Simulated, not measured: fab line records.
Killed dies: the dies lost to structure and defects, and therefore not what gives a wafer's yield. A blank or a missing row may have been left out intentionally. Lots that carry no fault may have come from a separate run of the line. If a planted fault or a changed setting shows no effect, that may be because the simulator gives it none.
fab line records + flow gf180mcu
[record]
- lots = 12
- wafers = 36
- last_day = 34
route steps=602 shown STI@2 DUAL_GATE@152 HV_LDD@225 NSD@247
lots untouched by any fault: they come from a run of this same line in which no faults occurred
start_h: hours from the record's opening day to when the first of the lot's shown wafers began + wait_h: time in hours since the lot's previous step + " same as the row above + L1.1+2: several wafers, shown together as one row + - no value present, or no start provided + * or withheld: withheld + < > ~ a bound
route shown NAME@n: a module of which the file shows steps, and the number in the route of the first + usual: average and standard deviation across the fault-free wafers + same: alike in all rows + chamber/n: place in a boat + sites: per-site readings + _std_site: the values' standard deviation + _edge_site: inner sites' mean taken away from outer sites' mean + radius_mm: how far each site lies from the wafer's centre + mask NAME#n: copy n + behind: the most recent tool/chamber to have shaped the wafer + hold: reason for holding the lot/hours on hold/outcome of the hold + device: the transistor (n, p or np) that didn't switch + end of line: tests run on the same wafers once the route is complete + a step given without rows: its recipe and nothing more + killed: dies that structure and defects cost at the first sort, which is not the same as the wafer's yield + map: dies across one wafer; x = killed, . = not, _ = none there
set.NAME: the setting the step ran with; set.NAME@STEP: the setting that earlier step ran with + model.NAME: the simulator's own value behind a step, which no gauge read
a sample of lots followed through the steps of the route, with each step as a table and each wafer as a row
services: a tool's chamber out of use, with start hour (start_h, from the record's first day; less than 0 if before it), hours out, and reason
[[steps]]
[step GF_STI_OXIDATION_01]
[recipe]
- temp_c = 900
- ambient = O2
- stabilise_s = 600
- purge_s = 300
- target_thk_a = 100
- ox_time_s = 1418
[usual]
- ox_time_s = 1418/0
- spike_tc_lower_C = 899.9/1.2
- spike_tc_upper_C = 900.2/1.1
- zone_power_lower_pct = 17.9/0.9
| lot.wafer | tool       | chamber | start_h | wait_h | ox_time_s | spike_tc_lower_C | spike_tc_upper_C | zone_power_lower_pct |
|-----------|------------|---------|---------|--------|-----------|------------------|------------------|----------------------|
| L248.2    | furnace-01 | 0       | 10.29   | 0.3    | 1418      | 900.0            | 900.9            | 18.6                 |
| L248.3    | "          | 0       | "       | "      | 1418      | 898.8            | 902.3            | 18.7                 |
| L248.4    | "          | 0       | "       | "      | 1418      | 899.8            | 900.0            | 18.5                 |
| L249.2    | furnace-02 | 0       | 15.25   | 0.1    | 1418      | 900.3            | 898.7            | 16.9                 |
| L249.5    | "          | 0       | "       | "      | 1418      | 899.8            | 898.9            | 17.1                 |
| L249.6    | "          | 0       | "       | "      | 1418      | 902.2            | 898.9            | 17.2                 |
| L250.1    | furnace-01 | 0       | 20.12   | 0.1    | 1418      | 898.5            | 901.3            | 18.9                 |
| L250.3    | "          | 0       | "       | "      | 1418      | 900.1            | 901.6            | 18.9                 |
| L250.6    | "          | 0       | "       | "      | 1418      | 899.0            | 900.9            | 18.8                 |
| L251.2    | furnace-02 | 0       | 25.12   | 0.1    | 1418      | 899.7            | 898.9            | 17.3                 |
| L251.3    | "          | 0       | "       | "      | 1418      | 900.4            | 899.2            | 17.2                 |
| L251.6    | "          | 0       | "       | "      | 1418      | 900.7            | 899.1            | 17.0                 |
| L252.1    | furnace-01 | 0       | 34.55   | 4.5    | 1418      | 901.5            | 900.7            | 18.9                 |
| L252.2    | "          | 0       | "       | "      | 1418      | 898.5            | 901.4            | 18.8                 |
| L252.3    | "          | 0       | "       | "      | 1418      | 899.1            | 898.4            | 19.0                 |
| L257.1    | furnace-01 | 0       | 56.09   | 1.1    | 2127      | 899.7            | 900.5            | 18.8                 |
| L257.3    | "          | 0       | "       | "      | 2127      | 899.2            | 900.1            | 18.7                 |
| L257.5    | "          | 0       | "       | "      | 2127      | 898.3            | 900.4            | 18.9                 |
| L258.1    | furnace-01 | 0       | 60.12   | 0.1    | 2127      | 898.1            | 901.3            | 18.8                 |
| L258.2    | "          | 0       | "       | "      | 2127      | 899.3            | 903.5            | 18.8                 |
| L258.3    | "          | 0       | "       | "      | 2127      | 899.3            | 898.9            | 18.8                 |
| L261.4    | furnace-02 | 0       | 75.53   | 0.5    | 1418      | 900.6            | 898.2            | 17.1                 |
| L261.5    | "          | 0       | "       | "      | 1418      | 902.5            | 900.8            | 17.2                 |
| L261.6    | "          | 0       | "       | "      | 1418      | 901.2            | 899.5            | 16.7                 |
| L265.2    | furnace-02 | 0       | 95.12   | 0.1    | 1418      | 900.1            | 899.0            | 17.0                 |
| L265.3    | "          | 0       | "       | "      | 1418      | 901.2            | 898.3            | 16.9                 |
| L265.6    | "          | 0       | "       | "      | 1418      | 902.3            | 899.9            | 16.9                 |
| L269.3    | furnace-02 | 0       | 115.52  | 0.5    | 1418      | 900.2            | 897.8            | 17.0                 |
| L269.4    | "          | 0       | "       | "      | 1418      | 900.0            | 899.7            | 17.2                 |
| L269.6    | "          | 0       | "       | "      | 1418      | 902.9            | 899.4            | 17.1                 |
| L270.2    | furnace-02 | 0       | 120.12  | 0.1    | 1418      | 900.3            | 899.2            | 17.2                 |
| L270.4    | "          | 0       | "       | "      | 1418      | 900.2            | 899.5            | 16.7                 |
| L270.6    | "          | 0       | "       | "      | 1418      | 901.1            | 899.2            | 17.1                 |
| L271.3    | furnace-02 | 0       | 125.35  | 0.3    | 1418      | 902.1            | 899.5            | 16.9                 |
| L271.5    | "          | 0       | "       | "      | 1418      | 901.4            | 898.5            | 17.1                 |
| L271.6    | "          | 0       | "       | "      | 1418      | 901.1            | 902.0            | 16.9                 |
[step GF_STI_THK_MEAS_02]
[recipe]
- reads = SiO2_of_STI_OXIDATION_01
[usual]
- STI_OXIDATION_THK = 10.01/0.16
| lot.wafer | tool          | chamber | start_h | wait_h | STI_OXIDATION_THK[nm] |
|-----------|---------------|---------|---------|--------|-----------------------|
| L248.2    | film_metro-01 | -       | 11.69   | 0.0    | 10.21                 |
| L248.3    | "             | -       | "       | "      | 10.21                 |
| L248.4    | "             | -       | "       | "      | 10.07                 |
| L249.2    | film_metro-01 | -       | 16.66   | 0.0    | 9.90                  |
| L249.5    | "             | -       | "       | "      | 9.74                  |
| L249.6    | "             | -       | "       | "      | 9.74                  |
| L250.1    | film_metro-01 | -       | 21.51   | 0.0    | 10.15                 |
| L250.3    | "             | -       | "       | "      | 10.27                 |
| L250.6    | "             | -       | "       | "      | 10.27                 |
| L251.2    | film_metro-04 | -       | 26.52   | 0.0    | 10.07                 |
| L251.3    | "             | -       | "       | "      | 10.24                 |
| L251.6    | "             | -       | "       | "      | 10.15                 |
| L252.1    | film_metro-04 | -       | 35.94   | 0.0    | 10.07                 |
| L252.2    | "             | -       | "       | "      | 10.22                 |
| L252.3    | "             | -       | "       | "      | 10.06                 |
| L257.1    | film_metro-04 | -       | 57.48   | 0.0    | 13.40                 |
| L257.3    | "             | -       | "       | "      | 13.40                 |
| L257.5    | "             | -       | "       | "      | 13.43                 |
| L258.1    | film_metro-01 | -       | 61.51   | 0.0    | 13.41                 |
| L258.2    | "             | -       | "       | "      | 13.35                 |
| L258.3    | "             | -       | "       | "      | 13.25                 |
| L261.4    | film_metro-01 | -       | 76.96   | 0.0    | 10.05                 |
| L261.5    | "             | -       | "       | "      | 10.02                 |
| L261.6    | "             | -       | "       | "      | 10.16                 |
| L265.2    | film_metro-02 | -       | 96.52   | 0.0    | 9.98                  |
| L265.3    | "             | -       | "       | "      | 10.00                 |
| L265.6    | "             | -       | "       | "      | 10.15                 |
| L269.3    | film_metro-01 | -       | 116.94  | 0.0    | 9.92                  |
| L269.4    | "             | -       | "       | "      | 10.04                 |
| L269.6    | "             | -       | "       | "      | 10.00                 |
| L270.2    | film_metro-01 | -       | 121.52  | 0.0    | 10.21                 |
| L270.4    | "             | -       | "       | "      | 10.08                 |
| L270.6    | "             | -       | "       | "      | 10.06                 |
| L271.3    | film_metro-04 | -       | 126.76  | 0.0    | 9.90                  |
| L271.5    | "             | -       | "       | "      | 10.05                 |
| L271.6    | "             | -       | "       | "      | 9.73                  |
[step GF_DUAL_GATE_OVL_MEAS_11]
[usual]
- DUAL_GATE_OVL = -0.4/1.4
| lot.wafer | tool       | chamber | start_h | wait_h | DUAL_GATE_OVL[nm] |
|-----------|------------|---------|---------|--------|-------------------|
| L248.2    | overlay-02 | -       | 180.75  | 0.1    | 1.1               |
| L248.3    | "          | -       | "       | "      | -0.9              |
| L248.4    | "          | -       | "       | "      | 0.7               |
| L249.2    | overlay-01 | -       | 192.74  | 0.1    | -0.2              |
| L249.5    | "          | -       | "       | "      | -1.0              |
| L249.6    | "          | -       | "       | "      | -0.9              |
| L250.1    | overlay-02 | -       | 194.37  | 0.1    | 0.9               |
| L250.3    | "          | -       | "       | "      | -0.1              |
| L250.6    | "          | -       | "       | "      | -1.7              |
| L251.2    | overlay-01 | -       | 202.15  | 0.1    | -0.2              |
| L251.3    | "          | -       | "       | "      | -0.5              |
| L251.6    | "          | -       | "       | "      | 1.3               |
| L252.1    | overlay-01 | -       | 207.33  | 0.1    | 1.0               |
| L252.2    | "          | -       | "       | "      | 2.0               |
| L252.3    | "          | -       | "       | "      | 2.4               |
| L257.1    | overlay-01 | -       | 240.79  | 0.1    | -1.3              |
| L257.3    | "          | -       | "       | "      | 1.0               |
| L257.5    | "          | -       | "       | "      | -1.7              |
| L258.1    | overlay-01 | -       | 243.63  | 0.1    | -1.7              |
| L258.2    | "          | -       | "       | "      | -1.1              |
| L258.3    | "          | -       | "       | "      | -1.3              |
| L261.4    | overlay-02 | -       | 266.16  | 0.1    | -0.7              |
| L261.5    | "          | -       | "       | "      | -2.4              |
| L261.6    | "          | -       | "       | "      | -0.2              |
| L265.2    | overlay-02 | -       | 294.22  | 0.1    | -1.2              |
| L265.3    | "          | -       | "       | "      | -1.8              |
| L265.6    | "          | -       | "       | "      | 0.0               |
| L269.3    | overlay-02 | -       | 321.45  | 0.1    | -0.8              |
| L269.4    | "          | -       | "       | "      | 0.7               |
| L269.6    | "          | -       | "       | "      | 0.7               |
| L270.2    | overlay-01 | -       | 327.04  | 0.1    | 0.7               |
| L270.4    | "          | -       | "       | "      | -0.1              |
| L270.6    | "          | -       | "       | "      | -0.5              |
| L271.3    | overlay-01 | -       | 333.14  | 0.1    | -1.3              |
| L271.5    | "          | -       | "       | "      | -1.6              |
| L271.6    | "          | -       | "       | "      | -1.9              |
[step GF_HV_LDD_STRIP_49]
[recipe]
- chemistry = O2/N2
- power_w = 1400
- pressure_mtorr = 1500
- platen_temp_c = 250
- o2_flow_sccm = 3000
- n2_flow_sccm = 300
- overash_fraction = 0.5
[usual]
- drypump_motor_current_A = 5.6/0.54
- heater_power_w = 328/41
- o2_flow_sccm = 3001/9.2
- oes_product_au = 0.716/0.0052
- strip_time_to_endpoint_s = 12.62/0.047
| lot.wafer | tool            | chamber | start_h | wait_h | drypump_motor_current_A | heater_power_w | o2_flow_sccm | oes_product_au | rf_hours_counter_h | strip_time_to_endpoint_s |
|-----------|-----------------|---------|---------|--------|-------------------------|----------------|--------------|----------------|--------------------|--------------------------|
| L248.2    | plasma_asher-02 | 0       | 277.87  | 0.1    | 4.8                     | 324            | 2992         | 0.722          | 47                 | 12.66                    |
| L248.3    | "               | 1       | "       | "      | 5.8                     | 295            | 3004         | 0.718          | -                  | 12.69                    |
| L248.4    | "               | 0       | "       | "      | 4.8                     | 324            | 2996         | 0.723          | -                  | 12.68                    |
| L249.2    | plasma_asher-04 | 1       | 292.57  | 0.1    | 5.4                     | 270            | 3007         | 0.716          | 61                 | 12.60                    |
| L249.5    | "               | 1       | "       | "      | 5.4                     | 273            | 3012         | 0.714          | -                  | 12.64                    |
| L249.6    | "               | 0       | "       | "      | 6.5                     | 334            | 2991         | 0.715          | -                  | 12.65                    |
| L250.1    | plasma_asher-03 | 0       | 295.87  | 0.1    | 5.2                     | 390            | 2995         | 0.716          | 71                 | 12.59                    |
| L250.3    | "               | 1       | "       | "      | 6.0                     | 302            | 2997         | 0.726          | -                  | 12.61                    |
| L250.6    | "               | 0       | "       | "      | 5.2                     | 394            | 2991         | 0.715          | -                  | 12.64                    |
| L251.2    | plasma_asher-04 | 1       | 300.37  | 0.1    | 5.4                     | 282            | 3008         | 0.719          | 62                 | 12.63                    |
| L251.3    | "               | 0       | "       | "      | 6.5                     | 333            | 2992         | 0.720          | -                  | 12.64                    |
| L251.6    | "               | 0       | "       | "      | 6.5                     | 336            | 2999         | 0.711          | -                  | 12.63                    |
| L252.1    | plasma_asher-03 | 1       | 308.09  | 0.1    | 6.0                     | 301            | 3005         | 0.713          | 73                 | 12.62                    |
| L252.2    | "               | 0       | "       | "      | 5.2                     | 399            | 2996         | 0.720          | 73                 | 12.62                    |
| L252.3    | "               | 0       | "       | "      | 5.1                     | 410            | 2988         | 0.718          | -                  | 12.64                    |
| L257.1    | plasma_asher-03 | 0       | 349.62  | 0.1    | 5.1                     | 399            | 2999         | 0.717          | 77                 | 12.60                    |
| L257.3    | "               | 1       | "       | "      | 6.0                     | 301            | 2999         | 0.711          | -                  | 12.60                    |
| L257.5    | "               | 1       | "       | "      | 6.0                     | 310            | 3007         | 0.712          | -                  | 12.57                    |
| L258.1    | plasma_asher-02 | 1       | 351.39  | 0.1    | 5.8                     | 300            | 2996         | 0.718          | 55                 | 12.66                    |
| L258.2    | "               | 0       | "       | "      | 4.8                     | 322            | 2997         | 0.712          | 55                 | 12.65                    |
| L258.3    | "               | 1       | "       | "      | 5.8                     | 294            | 2984         | 0.723          | -                  | 12.66                    |
| L261.4    | plasma_asher-04 | 0       | 377.18  | 0.1    | 6.5                     | 335            | 3005         | 0.714          | -                  | 12.53                    |
| L261.5    | "               | 1       | "       | "      | 5.4                     | 270            | 3003         | 0.718          | -                  | 12.54                    |
| L261.6    | "               | 0       | "       | "      | 6.5                     | 324            | 3007         | 0.715          | -                  | 12.57                    |
| L265.2    | plasma_asher-03 | 1       | 411.27  | 0.1    | 6.0                     | 300            | 2993         | 0.724          | 84                 | 12.62                    |
| L265.3    | "               | 0       | "       | "      | 5.2                     | 403            | 2983         | 0.716          | -                  | 12.66                    |
| L265.6    | "               | 0       | "       | "      | 5.1                     | 392            | 3009         | 0.709          | -                  | 12.67                    |
| L269.3    | plasma_asher-02 | 0       | 443.12  | 0.1    | 4.9                     | 330            | 2996         | 0.708          | -                  | 12.60                    |
| L269.4    | "               | 1       | "       | "      | 5.8                     | 302            | 2997         | 0.721          | -                  | 12.59                    |
| L269.6    | "               | 0       | "       | "      | 4.8                     | 327            | 2988         | 0.724          | -                  | 12.59                    |
| L270.2    | plasma_asher-02 | 1       | 448.67  | 0.1    | 5.8                     | 306            | 2998         | 0.718          | 65                 | 12.58                    |
| L270.4    | "               | 1       | "       | "      | 5.8                     | 311            | 3002         | 0.722          | -                  | 12.64                    |
| L270.6    | "               | 0       | "       | "      | 4.8                     | 323            | 3012         | 0.709          | -                  | 12.56                    |
| L271.3    | plasma_asher-03 | 0       | 453.93  | 0.1    | 5.1                     | 403            | 3012         | 0.715          | -                  | 12.60                    |
| L271.5    | "               | 0       | "       | "      | 5.2                     | 406            | 2990         | 0.718          | -                  | 12.61                    |
| L271.6    | "               | 1       | "       | "      | 6.0                     | 301            | 3001         | 0.713          | -                  | 12.62                    |
[step GF_NSD_TW_MEAS_12]
[usual]
- NSD_TW = 4262/58
| lot.wafer | tool          | chamber | start_h | wait_h | NSD_TW |
|-----------|---------------|---------|---------|--------|--------|
| L248.2    | film_metro-02 | -       | 301.23  | 0.1    | 4277   |
| L248.3    | "             | -       | "       | "      | 4278   |
| L248.4    | "             | -       | "       | "      | 4264   |
| L249.2    | film_metro-01 | -       | 316.60  | 0.1    | 4207   |
| L249.5    | "             | -       | "       | "      | 4211   |
| L249.6    | "             | -       | "       | "      | 4228   |
| L250.1    | film_metro-01 | -       | 319.89  | 0.1    | 4217   |
| L250.3    | "             | -       | "       | "      | 4221   |
| L250.6    | "             | -       | "       | "      | 4256   |
| L251.2    | film_metro-03 | -       | 324.40  | 0.1    | 4326   |
| L251.3    | "             | -       | "       | "      | 4319   |
| L251.6    | "             | -       | "       | "      | 4328   |
| L252.1    | film_metro-03 | -       | 333.32  | 0.1    | 4351   |
| L252.2    | "             | -       | "       | "      | 4316   |
| L252.3    | "             | -       | "       | "      | 4348   |
| L257.1    | film_metro-03 | -       | 374.99  | 0.1    | 4343   |
| L257.3    | "             | -       | "       | "      | 4349   |
| L257.5    | "             | -       | "       | "      | 4335   |
| L258.1    | film_metro-02 | -       | 376.92  | 0.1    | 4233   |
| L258.2    | "             | -       | "       | "      | 4251   |
| L258.3    | "             | -       | "       | "      | 4236   |
| L261.4    | film_metro-02 | -       | 403.15  | 0.1    | 4257   |
| L261.5    | "             | -       | "       | "      | 4241   |
| L261.6    | "             | -       | "       | "      | 4263   |
| L265.2    | film_metro-02 | -       | 439.98  | 0.1    | 4222   |
| L265.3    | "             | -       | "       | "      | 4228   |
| L265.6    | "             | -       | "       | "      | 4237   |
| L269.3    | film_metro-03 | -       | 470.49  | 0.1    | 4302   |
| L269.4    | "             | -       | "       | "      | 4331   |
| L269.6    | "             | -       | "       | "      | 4332   |
| L270.2    | film_metro-02 | -       | 475.84  | 0.1    | 4244   |
| L270.4    | "             | -       | "       | "      | 4235   |
| L270.6    | "             | -       | "       | "      | 4247   |
| L271.3    | film_metro-02 | -       | 481.05  | 0.1    | 4234   |
| L271.5    | "             | -       | "       | "      | 4247   |
| L271.6    | "             | -       | "       | "      | 4240   |
[[services]]
| tool            | chamber | start_h | hours | kind       |
|-----------------|---------|---------|-------|------------|
| furnace-02      | -       | 5.63    | 2.3   | pm         |
| plasma_asher-02 | -       | 43.43   | 2.8   | pm         |
| furnace-01      | -       | 81.51   | 4.3   | pm         |
| plasma_asher-04 | -       | 109.15  | 1.0   | repair     |
| plasma_asher-04 | -       | 109.34  | 1.2   | repair     |
| plasma_asher-02 | -       | 117.52  | 1.1   | repair     |
| plasma_asher-04 | -       | 186.87  | 14.6  | pm         |
| plasma_asher-03 | -       | 190.70  | 2.5   | repair     |
| plasma_asher-04 | -       | 210.38  | 0.9   | repair     |
| furnace-02      | -       | 239.32  | 3.0   | pm         |
| furnace-01      | -       | 249.83  | 4.1   | pm         |
| furnace-01      | -       | 285.13  | 1.7   | pm         |
| plasma_asher-03 | -       | 314.43  | 0.8   | repair     |
| furnace-01      | -       | 320.37  | 3.2   | pm         |
| plasma_asher-04 | -       | 329.59  | 2.6   | repair     |
| plasma_asher-02 | -       | 362.67  | 1.3   | repair     |
| plasma_asher-04 | -       | 380.84  | 12.4  | repair     |
| furnace-02      | -       | 394.98  | 3.8   | pm         |
| plasma_asher-02 | -       | 416.05  | 3.4   | repair     |
| furnace-01      | -       | 417.02  | 2.9   | pm         |
| plasma_asher-04 | -       | 421.25  | 9.0   | pm         |
| plasma_asher-04 | 0       | 421.25  | 9.0   | vent_cycle |
| plasma_asher-04 | 1       | 421.25  | 9.0   | vent_cycle |
| plasma_asher-03 | -       | 432.87  | 0.5   | repair     |
[[key]]
[first_sign]
- step = GF_STI_OXIDATION_01
- reading = ox_time_s
- direction = up
- sigmas = 99+
- usual = *
- struck = *
[effect]
- step = GF_STI_THK_MEAS_02
- reading = STI_OXIDATION_THK
- direction = up
- sigmas = 21
- usual = 10.01
- struck = 13.37
met_at GF_STI_OXIDATION_01
struck_lots L257,L258
tester_left_out L257,L258
not_acting_at GF_DUAL_GATE_OVL_MEAS_11,GF_HV_LDD_STRIP_49,GF_NSD_TW_MEAS_12
onset_between 34.55 56.09
[fault]
- kind = process_parameter_drift
- tool = furnace-01
- chamber = -
- onset_h = 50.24
- steps = GF_STI_OXIDATION_01
- channel = ox_time_s
- offset = *
- shape = step
- end_h = 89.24
- acts_in = *
- stated = *
// tester_left_out: of these lots the tester's yield and bins aren't shown, on N5 and GAA mostly nor the transistor test; their killed dies are dies lost to structure and defects alone, not to doping, threshold or leakage, so they don't give the yield
